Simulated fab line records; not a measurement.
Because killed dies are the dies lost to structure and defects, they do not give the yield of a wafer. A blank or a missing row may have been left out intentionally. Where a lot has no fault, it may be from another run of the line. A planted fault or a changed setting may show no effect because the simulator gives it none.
Which tool is to blame? / flow sky130 / 24 lots with 72 wafers sampled at 5 steps, on a route of 708 steps

## WHAT EACH GAUGE READ, for each wafer
SKY_CONTACT_BOW_MEAS_05. Usual: CONTACT_BOW gives 82 um (standard deviation 6.6).
lot=L074; measured=day 30 05:29; on=film_metro-03; CONTACT_BOW (um)=87 88 94; flag=
lot=L075; measured=day 31 14:53; on=film_metro-02; CONTACT_BOW (um)=71 86 80; flag=
lot=L076; measured=day 31 16:01; on=film_metro-02; CONTACT_BOW (um)=83 91 77; flag=
lot=L077; measured=day 31 17:20; on=film_metro-02; CONTACT_BOW (um)=79 84 80; flag=
lot=L079; measured=day 31 20:33; on=film_metro-02; CONTACT_BOW (um)=76 80 74; flag=
lot=L078; measured=day 32 00:21; on=film_metro-02; CONTACT_BOW (um)=87 94 83; flag=
lot=L080; measured=day 32 08:33; on=film_metro-01; CONTACT_BOW (um)=78 91 86; flag=
lot=L081; measured=day 32 19:56; on=film_metro-02; CONTACT_BOW (um)=86 88 79; flag=
lot=L082; measured=day 33 06:49; on=film_metro-02; CONTACT_BOW (um)=71 85 83; flag=
lot=L084; measured=day 33 11:41; on=film_metro-01; CONTACT_BOW (um)=73 89 75; flag=
lot=L083; measured=day 33 14:44; on=film_metro-02; CONTACT_BOW (um)=80 86 82; flag=
lot=L085; measured=day 33 16:47; on=film_metro-02; CONTACT_BOW (um)=74 74 73; flag=
lot=L086; measured=day 34 09:49; on=film_metro-03; CONTACT_BOW (um)=90 68 85; flag=
lot=L087; measured=day 34 20:29; on=film_metro-01; CONTACT_BOW (um)=79 85 91; flag=
lot=L088; measured=day 34 22:36; on=film_metro-03; CONTACT_BOW (um)=87 84 77; flag=
lot=L089; measured=day 35 05:47; on=film_metro-02; CONTACT_BOW (um)=83 72 91; flag=
lot=L090; measured=day 35 16:28; on=film_metro-03; CONTACT_BOW (um)=81 85 74; flag=
lot=L091; measured=day 35 21:35; on=film_metro-02; CONTACT_BOW (um)=77 86 87; flag=
lot=L092; measured=day 36 02:20; on=film_metro-03; CONTACT_BOW (um)=81 80 82; flag=
lot=L093; measured=day 36 17:11; on=film_metro-03; CONTACT_BOW (um)=79 85 79; flag=
lot=L094; measured=day 37 06:37; on=film_metro-02; CONTACT_BOW (um)=81 71 72; flag=
lot=L095; measured=day 37 23:16; on=film_metro-03; CONTACT_BOW (um)=100 86 83; flag=
lot=L097; measured=day 38 15:02; on=film_metro-01; CONTACT_BOW (um)=76 82 84; flag=
lot=L096; measured=day 38 17:19; on=film_metro-03; CONTACT_BOW (um)=72 73 81; flag=

SKY_VIA1_THK_MEAS_01. Usual: VIA1_HDPCVD_THK gives 1035 nm (standard deviation 9).
lot=L074; measured=day 32 14:45; on=film_metro-01; VIA1_HDPCVD_THK (nm)=1033 1045 1035; flag=
lot=L075; measured=day 33 23:26; on=film_metro-02; VIA1_HDPCVD_THK (nm)=1039 1024 1026; flag=
lot=L076; measured=day 34 00:33; on=film_metro-04; VIA1_HDPCVD_THK (nm)=1051 1046 1056; flag=
lot=L077; measured=day 34 01:42; on=film_metro-04; VIA1_HDPCVD_THK (nm)=1030 1023 1024; flag=
lot=L079; measured=day 34 04:20; on=film_metro-02; VIA1_HDPCVD_THK (nm)=1045 1039 1040; flag=
lot=L078; measured=day 34 08:06; on=film_metro-04; VIA1_HDPCVD_THK (nm)=1026 1026 1031; flag=
lot=L080; measured=day 34 16:11; on=film_metro-02; VIA1_HDPCVD_THK (nm)=1032 1041 1038; flag=
lot=L081; measured=day 35 04:45; on=film_metro-04; VIA1_HDPCVD_THK (nm)=1022 1029 1018; flag=
lot=L082; measured=day 35 15:23; on=film_metro-01; VIA1_HDPCVD_THK (nm)=1044 1027 1050; flag=
lot=L084; measured=day 35 18:41; on=film_metro-04; VIA1_HDPCVD_THK (nm)=1021 1032 1021; flag=
lot=L083; measured=day 35 22:40; on=film_metro-01; VIA1_HDPCVD_THK (nm)=1012 1016 1033; flag=
lot=L085; measured=day 36 00:24; on=film_metro-02; VIA1_HDPCVD_THK (nm)=1038 1043 1040; flag=
lot=L086; measured=day 36 16:43; on=film_metro-04; VIA1_HDPCVD_THK (nm)=1028 1038 1034; flag=
lot=L087; measured=day 37 03:26; on=film_metro-02; VIA1_HDPCVD_THK (nm)=1034 1032 1040; flag=
lot=L088; measured=day 37 05:31; on=film_metro-01; VIA1_HDPCVD_THK (nm)=1033 1036 1032; flag=
lot=L089; measured=day 37 13:18; on=film_metro-02; VIA1_HDPCVD_THK (nm)=1051 1059 1058; flag=
lot=L090; measured=day 37 23:17; on=film_metro-04; VIA1_HDPCVD_THK (nm)=1023 1024 1020; flag=
lot=L091; measured=day 38 03:37; on=film_metro-02; VIA1_HDPCVD_THK (nm)=1039 1031 1041; flag=
lot=L092; measured=day 38 08:44; on=film_metro-01; VIA1_HDPCVD_THK (nm)=1041 1041 1042; flag=
lot=L093; measured=day 38 23:19; on=film_metro-02; VIA1_HDPCVD_THK (nm)=1031 1034 1035; flag=
lot=L094; measured=day 39 12:22; on=film_metro-04; VIA1_HDPCVD_THK (nm)=1039 1046 1028; flag=
lot=L095; measured=day 40 04:07; on=film_metro-04; VIA1_HDPCVD_THK (nm)=1042 1034 1032; flag=
lot=L097; measured=day 41 05:56; on=film_metro-04; VIA1_HDPCVD_THK (nm)=1034 1035 1038; flag=
lot=L096; measured=day 41 06:13; on=film_metro-01; VIA1_HDPCVD_THK (nm)=1041 1031 1036; flag=

SKY_VIA1_RS_MEAS_22: measures by four-point-probe. Usual: VIA1_W_RS gives 0.421 ohm/sq (standard deviation 0.006).
lot=L074; measured=day 33 19:29; on=film_metro-04; VIA1_W_RS (ohm/sq)=0.424 0.419 0.428; flag=
lot=L075; measured=day 35 04:05; on=film_metro-04; VIA1_W_RS (ohm/sq)=0.419 0.428 0.415; flag=
lot=L076; measured=day 35 04:50; on=film_metro-04; VIA1_W_RS (ohm/sq)=0.424 0.431 0.419; flag=
lot=L077; measured=day 35 05:10; on=film_metro-04; VIA1_W_RS (ohm/sq)=0.413 0.423 0.424; flag=
lot=L079; measured=day 35 07:45; on=film_metro-02; VIA1_W_RS (ohm/sq)=0.424 0.420 0.429; flag=
lot=L078; measured=day 35 11:01; on=film_metro-02; VIA1_W_RS (ohm/sq)=0.426 0.413 0.424; flag=
lot=L080; measured=day 35 20:32; on=film_metro-04; VIA1_W_RS (ohm/sq)=0.423 0.416 0.425; flag=
lot=L081; measured=day 36 08:25; on=film_metro-02; VIA1_W_RS (ohm/sq)=0.428 0.419 0.418; flag=
lot=L082; measured=day 36 18:16; on=film_metro-02; VIA1_W_RS (ohm/sq)=0.416 0.425 0.410; flag=
lot=L084; measured=day 36 22:06; on=film_metro-04; VIA1_W_RS (ohm/sq)=0.425 0.415 0.418; flag=
lot=L083; measured=day 37 01:35; on=film_metro-01; VIA1_W_RS (ohm/sq)=0.427 0.416 0.426; flag=
lot=L085; measured=day 37 03:32; on=film_metro-01; VIA1_W_RS (ohm/sq)=0.431 0.417 0.415; flag=
lot=L086; measured=day 37 20:35; on=film_metro-04; VIA1_W_RS (ohm/sq)=0.418 0.428 0.415; flag=
lot=L087; measured=day 38 06:31; on=film_metro-02; VIA1_W_RS (ohm/sq)=0.411 0.428 0.425; flag=
lot=L088; measured=day 38 08:30; on=film_metro-04; VIA1_W_RS (ohm/sq)=0.420 0.418 0.427; flag=
lot=L089; measured=day 38 16:19; on=film_metro-01; VIA1_W_RS (ohm/sq)=0.429 0.434 0.429; flag=
lot=L090; measured=day 39 02:03; on=film_metro-04; VIA1_W_RS (ohm/sq)=0.427 0.417 0.428; flag=
lot=L091; measured=day 39 06:02; on=film_metro-01; VIA1_W_RS (ohm/sq)=0.416 0.416 0.423; flag=
lot=L092; measured=day 39 11:14; on=film_metro-04; VIA1_W_RS (ohm/sq)=0.427 0.413 0.415; flag=
lot=L093; measured=day 40 00:37; on=film_metro-02; VIA1_W_RS (ohm/sq)=0.414 0.426 0.417; flag=
lot=L094; measured=day 40 13:41; on=film_metro-04; VIA1_W_RS (ohm/sq)=0.424 0.410 0.423; flag=
lot=L095; measured=day 41 05:47; on=film_metro-02; VIA1_W_RS (ohm/sq)=0.430 0.429 0.423; flag=
lot=L097; measured=day 42 06:42; on=film_metro-02; VIA1_W_RS (ohm/sq)=0.414 0.427 0.424; flag=
lot=L096; measured=day 42 07:05; on=film_metro-04; VIA1_W_RS (ohm/sq)=0.426 0.420 0.424; flag=

## WHAT TOOL EACH LOT RAN ON (gives the tool, then ch and the chambers of the sampled wafers, and finally the start)
lot=L074; SKY_METAL1_SPUTTER_04=pvd_sputter-02, day 31 10:57; SKY_METAL1_DESCUM_17=rie_metal-01 ch 0,1, day 32 13:52
lot=L075; SKY_METAL1_SPUTTER_04=pvd_sputter-01, day 32 19:08; SKY_METAL1_DESCUM_17=rie_metal-02 ch 0,1, day 33 22:32
lot=L076; SKY_METAL1_SPUTTER_04=pvd_sputter-04, day 32 20:14; SKY_METAL1_DESCUM_17=rie_metal-01 ch 0, day 33 23:25
lot=L077; SKY_METAL1_SPUTTER_04=pvd_sputter-04, day 32 21:29; SKY_METAL1_DESCUM_17=rie_metal-03 ch 1, day 34 00:34
lot=L079; SKY_METAL1_SPUTTER_04=pvd_sputter-01, day 33 00:38; SKY_METAL1_DESCUM_17=rie_metal-02 ch 0,1, day 34 03:26
lot=L078; SKY_METAL1_SPUTTER_04=pvd_sputter-02, day 33 04:23; SKY_METAL1_DESCUM_17=rie_metal-02 ch 0,1, day 34 07:12
lot=L080; SKY_METAL1_SPUTTER_04=pvd_sputter-01, day 33 12:35; SKY_METAL1_DESCUM_17=rie_metal-03 ch 0,1, day 34 15:11
lot=L081; SKY_METAL1_SPUTTER_04=pvd_sputter-02, day 34 00:42; SKY_METAL1_DESCUM_17=rie_metal-02 ch 0, day 35 03:20
lot=L082; SKY_METAL1_SPUTTER_04=pvd_sputter-01, day 34 11:26; SKY_METAL1_DESCUM_17=rie_metal-01 ch 0,1, day 35 14:28
lot=L084; SKY_METAL1_SPUTTER_04=pvd_sputter-04, day 34 15:30; SKY_METAL1_DESCUM_17=rie_metal-03 ch 0,1, day 35 17:47
lot=L083; SKY_METAL1_SPUTTER_04=pvd_sputter-04, day 34 19:17; SKY_METAL1_DESCUM_17=rie_metal-01 ch 0,1, day 35 21:46
lot=L085; SKY_METAL1_SPUTTER_04=pvd_sputter-01, day 34 21:38; SKY_METAL1_DESCUM_17=rie_metal-01 ch 0,1, day 35 23:31
lot=L086; SKY_METAL1_SPUTTER_04=pvd_sputter-04, day 35 14:08; SKY_METAL1_DESCUM_17=rie_metal-02 ch 0, day 36 15:49
lot=L087; SKY_METAL1_SPUTTER_04=pvd_sputter-01, day 36 00:00; SKY_METAL1_DESCUM_17=rie_metal-01 ch 0,1, day 37 02:29
lot=L088; SKY_METAL1_SPUTTER_04=pvd_sputter-04, day 36 02:11; SKY_METAL1_DESCUM_17=rie_metal-03 ch 0,1, day 37 04:37
lot=L089; SKY_METAL1_SPUTTER_04=pvd_sputter-01, day 36 09:23; SKY_METAL1_DESCUM_17=rie_metal-02 ch 0,1, day 37 12:22
lot=L090; SKY_METAL1_SPUTTER_04=pvd_sputter-02, day 36 20:20; SKY_METAL1_DESCUM_17=rie_metal-02 ch 0,1, day 37 22:23
lot=L091; SKY_METAL1_SPUTTER_04=pvd_sputter-01, day 37 00:40; SKY_METAL1_DESCUM_17=rie_metal-01 ch 0,1, day 38 02:41
lot=L092; SKY_METAL1_SPUTTER_04=pvd_sputter-01, day 37 05:53; SKY_METAL1_DESCUM_17=rie_metal-03 ch 0,1, day 38 07:50
lot=L093; SKY_METAL1_SPUTTER_04=pvd_sputter-01, day 37 21:02; SKY_METAL1_DESCUM_17=rie_metal-03 ch 0,1, day 38 22:25
lot=L094; SKY_METAL1_SPUTTER_04=pvd_sputter-01, day 38 10:05; SKY_METAL1_DESCUM_17=rie_metal-02 ch 0,1, day 39 11:29
lot=L095; SKY_METAL1_SPUTTER_04=pvd_sputter-02, day 39 02:20; SKY_METAL1_DESCUM_17=rie_metal-02 ch 1, day 40 03:13
lot=L097; SKY_METAL1_SPUTTER_04=pvd_sputter-04, day 39 17:14; SKY_METAL1_DESCUM_17=rie_metal-01 ch 0,1, day 40 18:10
lot=L096; SKY_METAL1_SPUTTER_04=pvd_sputter-04, day 39 19:43; SKY_METAL1_DESCUM_17=rie_metal-03 ch 0,1, day 40 20:23
- SKY_METAL1_SPUTTER_04: material TiN, target thk 70 nm, time 58.3 s.
- SKY_METAL1_DESCUM_17: chemistry O2, time 8 s.

## WHAT THE TOOLS THEMSELVES READ (means of the sampled wafers that have a number; where no wafer has one, the mark that the record gives instead)
SKY_METAL1_SPUTTER_04. Usual: throttle_valve_pct 30.3 %, standard deviation 1.3.
lot=L074; tool=pvd_sputter-02; throttle_valve_pct (%)=30.1; flag=
lot=L075; tool=pvd_sputter-01; throttle_valve_pct (%)=31.1; flag=
lot=L076; tool=pvd_sputter-04; throttle_valve_pct (%)=28.9; flag=
lot=L077; tool=pvd_sputter-04; throttle_valve_pct (%)=29.6; flag=
lot=L079; tool=pvd_sputter-01; throttle_valve_pct (%)=30.4; flag=
lot=L078; tool=pvd_sputter-02; throttle_valve_pct (%)=30.2; flag=
lot=L080; tool=pvd_sputter-01; throttle_valve_pct (%)=31.3; flag=
lot=L081; tool=pvd_sputter-02; throttle_valve_pct (%)=30.8; flag=
lot=L082; tool=pvd_sputter-01; throttle_valve_pct (%)=30.2; flag=
lot=L084; tool=pvd_sputter-04; throttle_valve_pct (%)=29.0; flag=
lot=L083; tool=pvd_sputter-04; throttle_valve_pct (%)=29.0; flag=
lot=L085; tool=pvd_sputter-01; throttle_valve_pct (%)=31.5; flag=
lot=L086; tool=pvd_sputter-04; throttle_valve_pct (%)=29.1; flag=
lot=L087; tool=pvd_sputter-01; throttle_valve_pct (%)=29.9; flag=
lot=L088; tool=pvd_sputter-04; throttle_valve_pct (%)=30.3; flag=
lot=L089; tool=pvd_sputter-01; throttle_valve_pct (%)=31.0; flag=
lot=L090; tool=pvd_sputter-02; throttle_valve_pct (%)=30.3; flag=
lot=L091; tool=pvd_sputter-01; throttle_valve_pct (%)=31.2; flag=
lot=L092; tool=pvd_sputter-01; throttle_valve_pct (%)=30.7; flag=
lot=L093; tool=pvd_sputter-01; throttle_valve_pct (%)=30.4; flag=
lot=L094; tool=pvd_sputter-01; throttle_valve_pct (%)=31.0; flag=
lot=L095; tool=pvd_sputter-02; throttle_valve_pct (%)=30.0; flag=
lot=L097; tool=pvd_sputter-04; throttle_valve_pct (%)=29.3; flag=
lot=L096; tool=pvd_sputter-04; throttle_valve_pct (%)=30.4; flag=

SKY_METAL1_DESCUM_17. Usual: drypump_motor_current_A 5.9 A, standard deviation 0.42; oes_product_au 1.001 a.u., standard deviation 0.0088.
lot=L074; tool=rie_metal-01; drypump_motor_current_A (A)=5.7; oes_product_au (a.u.)=0.997; flag=
lot=L075; tool=rie_metal-02; drypump_motor_current_A (A)=5.6; oes_product_au (a.u.)=0.998; flag=
lot=L076; tool=rie_metal-01; drypump_motor_current_A (A)=5.5; oes_product_au (a.u.)=0.991; flag=
lot=L077; tool=rie_metal-03; drypump_motor_current_A (A)=6.4; oes_product_au (a.u.)=1.005; flag=
lot=L079; tool=rie_metal-02; drypump_motor_current_A (A)=5.6; oes_product_au (a.u.)=0.995; flag=
lot=L078; tool=rie_metal-02; drypump_motor_current_A (A)=5.6; oes_product_au (a.u.)=0.995; flag=
lot=L080; tool=rie_metal-03; drypump_motor_current_A (A)=6.2; oes_product_au (a.u.)=1.007; flag=
lot=L081; tool=rie_metal-02; drypump_motor_current_A (A)=6.3; oes_product_au (a.u.)=0.995; flag=
lot=L082; tool=rie_metal-01; drypump_motor_current_A (A)=5.7; oes_product_au (a.u.)=0.999; flag=
lot=L084; tool=rie_metal-03; drypump_motor_current_A (A)=6.1; oes_product_au (a.u.)=1.010; flag=
lot=L083; tool=rie_metal-01; drypump_motor_current_A (A)=6.0; oes_product_au (a.u.)=0.996; flag=
lot=L085; tool=rie_metal-01; drypump_motor_current_A (A)=5.7; oes_product_au (a.u.)=0.997; flag=
lot=L086; tool=rie_metal-02; drypump_motor_current_A (A)=6.3; oes_product_au (a.u.)=1.003; flag=
lot=L087; tool=rie_metal-01; drypump_motor_current_A (A)=6.0; oes_product_au (a.u.)=0.996; flag=
lot=L088; tool=rie_metal-03; drypump_motor_current_A (A)=6.3; oes_product_au (a.u.)=1.001; flag=
lot=L089; tool=rie_metal-02; drypump_motor_current_A (A)=5.6; oes_product_au (a.u.)=1.004; flag=
lot=L090; tool=rie_metal-02; drypump_motor_current_A (A)=5.6; oes_product_au (a.u.)=1.000; flag=
lot=L091; tool=rie_metal-01; drypump_motor_current_A (A)=5.7; oes_product_au (a.u.)=0.990; flag=
lot=L092; tool=rie_metal-03; drypump_motor_current_A (A)=6.1; oes_product_au (a.u.)=1.007; flag=
lot=L093; tool=rie_metal-03; drypump_motor_current_A (A)=6.3; oes_product_au (a.u.)=1.004; flag=
lot=L094; tool=rie_metal-02; drypump_motor_current_A (A)=5.6; oes_product_au (a.u.)=1.001; flag=
lot=L095; tool=rie_metal-02; drypump_motor_current_A (A)=5.3; oes_product_au (a.u.)=1.004; flag=
lot=L097; tool=rie_metal-01; drypump_motor_current_A (A)=6.0; oes_product_au (a.u.)=1.000; flag=
lot=L096; tool=rie_metal-03; drypump_motor_current_A (A)=6.1; oes_product_au (a.u.)=1.013; flag=

## THE ANSWER, worked out from the rows above alone
Rule: a lot is off if the mean of its wafers that have a number lies more than 3 standard deviations from the usual mean. A lot without any number at a reading at which 4 lots or more have one is off too. All remaining lots with rows at the step are treated as sound. The gauges are gone through in route order, then the tools' own readings, and for those a lot's mean is taken as printed above. The first step at which some lot is off is used, and at that step the reading that is off furthest; a lot without a number counts as furthest.
Across all readings shown, no lot is off: no conclusion can be drawn from this.

## WHAT THE SIMULATOR HAD PUT IN
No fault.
